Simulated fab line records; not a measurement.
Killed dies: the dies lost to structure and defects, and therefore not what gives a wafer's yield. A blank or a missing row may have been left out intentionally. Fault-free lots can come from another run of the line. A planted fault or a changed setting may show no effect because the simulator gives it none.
fab line records	flow sfqLine
[record] lots = 6	wafers = 18	lastDay = 92
route steps=325 shown M3@118
lots that met no fault: from a run of the same line without faults
startH: start of the lot's first displayed wafer, in hours after the record's first day	waitH: hours from the lot's prior step to this one	" identical to the entry in the row above	L1.1+2: several wafers, shown together as one row	- value missing, or start not given	* or withheld: withheld	< > ~ a bound
route shown NAME@n: a module of which the file shows steps, and the number in the route of the first	usual: average and standard deviation across the fault-free wafers	same: alike in all rows	chamber/n: place in a boat	sites: the reading at each site	_std_site: the values' standard deviation	_edge_site: inner sites' mean taken away from outer sites' mean	radiusMm: how far each site lies from the wafer's centre	mask NAME#n: copy n	behind: the tool/chamber that last shaped the wafer	hold: what put the lot on hold/how long, in hours/how the hold closed	device: whichever transistor did not switch (one of n, p or np)	end of line: the route-end tests of the same wafers	step lacking rows: just its recipe	killed: count of dies lost to structure and defects at first sort (not the wafer's yield)	map: dies across one wafer; x = killed, . = not, _ = none there
set.NAME: the setting that was run; set.NAME@STEP: the one run at that earlier step	model.NAME: the simulator's own value behind a step, which no gauge read
a table for each step, a row for each wafer; lots at some steps of the route
services: when a tool's chamber went out of use (startH, in hours from the record's first day, below 0 if earlier), for how many hours, and the reason
[[steps]]
[step SFQ_TRILAYER_M3_DEP_PRE_CLEAN_074]
[recipe] gas = Ar	timeS = 22.5	biasV = 250
[step SFQ_TRILAYER_M3_DEP_SPUTTER_073]
[recipe] material = Nb	basePressurePa = 1.33e-06	chamberPressurePa = 0.1333	substrateTempC = 20	resputterCathodeVoltageV = 400	targetThkNm = 200	powerW = 2000	timeS = 133.3
[usual] substrateTempC = 20.01/0.11	throttleValvePct = 30.2/1.4
lot.wafer	tool	chamber	startH	waitH	substrateTempC	throttleValvePct
L693.3	pvdSputter-04	-	1046.66	0.0	19.98	28.6
L693.5	"	-	"	"	20.13	28.8
L693.6	"	-	"	"	20.16	32.4
L694.3	pvdSputter-06	-	1055.06	0.0	19.97	30.3
L694.4	"	-	"	"	19.65	32.5
L694.6	"	-	"	"	20.04	30.5
L695.2	pvdSputter-04	-	1059.86	0.0	20.16	32.7
L695.4	"	-	"	"	20.15	28.4
L695.5	"	-	"	"	19.91	28.6
L709.1	pvdSputter-03	-	1123.64	0.0	20.09	31.8
L709.3	"	-	"	"	20.00	29.2
L709.5	"	-	"	"	19.93	30.4
L710.2	pvdSputter-03	-	1132.04	0.0	20.11	29.0
L710.3	"	-	"	"	20.02	30.2
L710.4	"	-	"	"	19.95	30.3
L711.2	pvdSputter-03	-	1135.64	0.0	20.03	32.0
L711.3	"	-	"	"	19.84	28.9
L711.4	"	-	"	"	19.79	30.4
[step SFQ_M3_RS_MEAS_919]
[recipe] thkMeasGauge = four-point-probe	reads = Nb_of_TRILAYER_M3_DEP_SPUTTER_073
[usual] M3_NB_RS = 0.891/0.011
lot.wafer	tool	chamber	startH	waitH	M3_NB_RS[ohm/sq]
L693.3	filmMetro-03	-	1046.79	0.1	0.884
L693.5	"	-	"	"	0.883
L693.6	"	-	"	"	0.872
L694.3	filmMetro-03	-	1055.19	0.1	0.878
L694.4	"	-	"	"	0.881
L694.6	"	-	"	"	0.880
L695.2	filmMetro-03	-	1059.97	0.1	0.886
L695.4	"	-	"	"	0.876
L695.5	"	-	"	"	0.896
L709.1	filmMetro-02	-	1123.73	0.0	0.901
L709.3	"	-	"	"	0.886
L709.5	"	-	"	"	0.906
L710.2	filmMetro-03	-	1132.15	0.1	0.879
L710.3	"	-	"	"	0.898
L710.4	"	-	"	"	0.895
L711.2	filmMetro-01	-	1135.75	0.1	0.902
L711.3	"	-	"	"	0.886
L711.4	"	-	"	"	0.899
[step SFQ_TRILAYER_M3_LITHO_COAT_080]
[recipe] resist = BARC	spinRpm = 3000	resistThkNm = 62
[step SFQ_TRILAYER_M3_LITHO_COAT_075]
[recipe] resist = KrF	spinRpm = 3000	resistThkNm = 600
[step SFQ_TRILAYER_M3_LITHO_SOFTBAKE_079]
[recipe] tempC = withheld	timeS = withheld	resist = KrF
[step SFQ_TRILAYER_M3_LITHO_EXPOSE_076]
[recipe] maskId = M3	na = 0.6	sourceShape = conventional	sigmaOuter = 0.65	targetCdNm = 500	doseMj = 14.4
[step SFQ_TRILAYER_M3_LITHO_PEB_078]
[recipe] pebTempC = 115	pebTimeS = 60	resist = KrF
[step SFQ_TRILAYER_M3_LITHO_DEVELOP_077]
[recipe] timeS = 60	resist = KrF
[step SFQ_M3_OVL_MEAS_921]
[usual] M3_OVL = -1/4.7
lot.wafer	tool	chamber	startH	waitH	M3_OVL[nm]
L693.3	overlay-02	-	1049.20	0.1	-4
L693.5	"	-	"	"	-4
L693.6	"	-	"	"	-11
L694.3	overlay-01	-	1057.60	0.1	3
L694.4	"	-	"	"	0
L694.6	"	-	"	"	3
L695.2	overlay-01	-	1063.59	0.1	7
L695.4	"	-	"	"	8
L695.5	"	-	"	"	4
L709.1	overlay-02	-	1236.42	0.1	3
L709.3	"	-	"	"	-5
L709.5	"	-	"	"	-1
L710.2	overlay-01	-	1241.80	0.1	5
L710.3	"	-	"	"	-5
L710.4	"	-	"	"	3
L711.2	overlay-01	-	1243.00	0.1	-2
L711.3	"	-	"	"	-6
L711.4	"	-	"	"	-3
[step SFQ_TRILAYER_M3_BARC_OPEN_METAL_ETCH_100]
[recipe] maskMaterial = PR	chemistry = O2	targetDepthNm = 125	target = BARC	icpW = 600	biasW = 82.74	pressureMtorr = 10	timeS = 41.7
[usual] biasW = 82.78/0.26	drypumpMotorCurrentA = 5.8/0.42	oesProductAu = 0.685/0.0045
lot.wafer	tool	chamber	startH	waitH	biasW	drypumpMotorCurrentA	oesProductAu	rfHoursCounterH
L693.3	rieMetal-02	0	1049.24	0.0	83.16	5.1	0.685	-
L693.5	"	1	"	"	82.66	5.4	0.684	-
L693.6	"	0	"	"	83.33	5.1	0.684	-
L694.3	rieMetal-04	1	1057.64	0.0	82.30	6.0	0.689	-
L694.4	"	0	"	"	82.57	5.8	0.687	-
L694.6	"	0	"	"	82.68	5.8	0.683	-
L695.2	rieMetal-03	1	1063.62	0.0	82.65	6.4	0.691	111
L695.4	"	0	"	"	83.28	6.0	0.684	-
L695.5	"	1	"	"	82.91	6.4	0.687	-
L709.1	rieMetal-03	1	1236.46	0.0	82.53	6.4	0.686	5
L709.3	"	1	"	"	82.75	6.4	0.681	-
L709.5	"	0	"	"	83.30	6.0	0.682	-
L710.2	rieMetal-03	0	1241.83	0.0	82.48	6.0	0.686	62
L710.3	"	1	"	"	82.80	6.4	0.679	-
L710.4	"	0	"	"	82.23	6.0	0.688	-
L711.2	rieMetal-04	1	1243.03	0.0	82.99	6.0	0.683	25
L711.3	"	1	"	"	82.85	6.0	0.690	-
L711.4	"	0	"	"	82.78	5.8	0.680	-
[step SFQ_TRILAYER_M3_ETCH_METAL_ETCH_078]
[recipe] target = Nb	stopOn = SiO2	maskMaterial = PR	chemistry = Cl2/Ar	targetDepthNm = 240	icpW = 600	biasW = 80	pressureMtorr = 10	timeS = 120
[usual] biasW = 80.02/0.24	drypumpMotorCurrentA = 5.8/0.41	oesProductAu = 0.894/0.0079
lot.wafer	tool	chamber	startH	waitH	biasW	drypumpMotorCurrentA	oesProductAu	rfHoursCounterH	model.KrF_of_TRILAYER_M3_LITHO_COAT_075.thkNm
L693.3	rieMetal-02	0	1049.32	0.1	80.04	5.1	0.895	-	384.4
L693.5	"	1	"	"	79.95	5.4	0.895	-	385.7
L693.6	"	0	"	"	79.70	5.1	0.907	-	385.4
L694.3	rieMetal-04	1	1057.72	0.1	80.00	6.0	0.904	-	382.9
L694.4	"	0	"	"	80.59	5.8	0.897	-	381.5
L694.6	"	0	"	"	80.48	5.8	0.901	-	382.6
L695.2	rieMetal-03	1	1063.68	0.0	79.92	6.4	0.898	111	378.7
L695.4	"	0	"	"	79.54	6.0	0.896	-	377.2
L695.5	"	1	"	"	79.90	6.4	0.897	-	376.4
L709.1	rieMetal-03	1	1236.52	0.0	80.31	6.4	0.890	5	403.8
L709.3	"	1	"	"	79.92	6.4	0.891	-	403.6
L709.5	"	0	"	"	80.17	6.0	0.879	-	383.6
L710.2	rieMetal-03	0	1241.89	0.0	79.96	6.0	0.896	62	383.6
L710.3	"	1	"	"	80.10	6.4	0.879	-	405
L710.4	"	0	"	"	79.80	6.0	0.879	-	385.2
L711.2	rieMetal-04	1	1243.09	0.0	79.97	6.0	0.888	25	384.4
L711.3	"	1	"	"	79.93	6.0	0.893	-	380.5
L711.4	"	0	"	"	80.11	5.8	0.895	-	381.4
[step SFQ_TRILAYER_M3_STRIP_STRIP_079]
[recipe] gas = O2	powerW = 200	platenTempC = 40	overashFraction = 0.65	chemistry = O2	pressureMtorr = 50
[usual] drypumpMotorCurrentA = 5.8/0.42	oesProductAu = 1.001/0.0096
lot.wafer	tool	chamber	startH	waitH	drypumpMotorCurrentA	oesProductAu	rfHoursCounterH
L693.3	rieMetal-02	0	1049.61	0.2	5.1	0.994	-
L693.5	"	1	"	"	5.4	0.998	-
L693.6	"	0	"	"	5.1	0.996	-
L694.3	rieMetal-04	1	1058.01	0.2	6.0	1.000	-
L694.4	"	0	"	"	5.8	1.004	-
L694.6	"	0	"	"	5.8	1.012	-
L695.2	rieMetal-03	1	1063.81	0.1	6.4	1.007	111
L695.4	"	0	"	"	6.0	0.990	-
L695.5	"	1	"	"	6.4	1.000	-
L709.1	rieMetal-03	1	1236.64	0.1	6.4	1.014	5
L709.3	"	1	"	"	6.4	1.020	-
L709.5	"	0	"	"	6.0	1.005	-
L710.2	rieMetal-03	0	1242.01	0.1	6.0	0.994	62
L710.3	"	1	"	"	6.4	1.015	-
L710.4	"	0	"	"	6.0	0.998	-
L711.2	rieMetal-04	1	1243.21	0.1	6.0	1.009	25
L711.3	"	1	"	"	6.0	1.003	-
L711.4	"	0	"	"	5.8	0.997	-
[[services]]
tool	chamber	startH	hours	kind
pvdSputter-06	-	1034.64	2.9	repair
rieMetal-02	-	1037.97	0.5	repair
pvdSputter-03	-	1046.85	1.4	repair
rieMetal-04	0	1064.16	4.3	repair
rieMetal-04	0	1068.66	-	clean
rieMetal-04	0	1068.66	-	consumableReplace:focusRing
rieMetal-04	0	1068.66	19.5	scheduledDown
rieMetal-04	0	1068.66	19.5	ventCycle
pvdSputter-03	-	1073.91	8.7	repair
rieMetal-04	1	1088.11	-	clean
rieMetal-04	1	1088.11	-	consumableReplace:focusRing
rieMetal-04	1	1088.11	16.7	scheduledDown
rieMetal-04	1	1088.11	16.7	ventCycle
rieMetal-03	1	1126.70	4.8	repair
rieMetal-03	1	1186.25	-	clean
rieMetal-03	1	1186.25	-	consumableReplace:focusRing
rieMetal-03	1	1186.25	16.6	scheduledDown
rieMetal-03	1	1186.25	16.6	ventCycle
rieMetal-02	-	1218.57	14.6	pm
pvdSputter-03	-	1220.51	0.6	repair
[[key]]
firstSign none at tools or gauges
[modelEffect] step = SFQ_TRILAYER_M3_ETCH_METAL_ETCH_078	value = KrF_of_TRILAYER_M3_LITHO_COAT_075.thkNm	without = 378.4	struck = 404.2
metAt SFQ_TRILAYER_M3_ETCH_METAL_ETCH_078
struckWafers L709.1,L709.3,L710.3
onsetBetween 1063.68 1236.52
[fault] kind = processParameterDrift	tool = rieMetal-03	chamber = 1	onsetH = 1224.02	steps = SFQ_TRILAYER_M3_ETCH_METAL_ETCH_078	channel = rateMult	offset = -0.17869	shape = step	endH = 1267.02
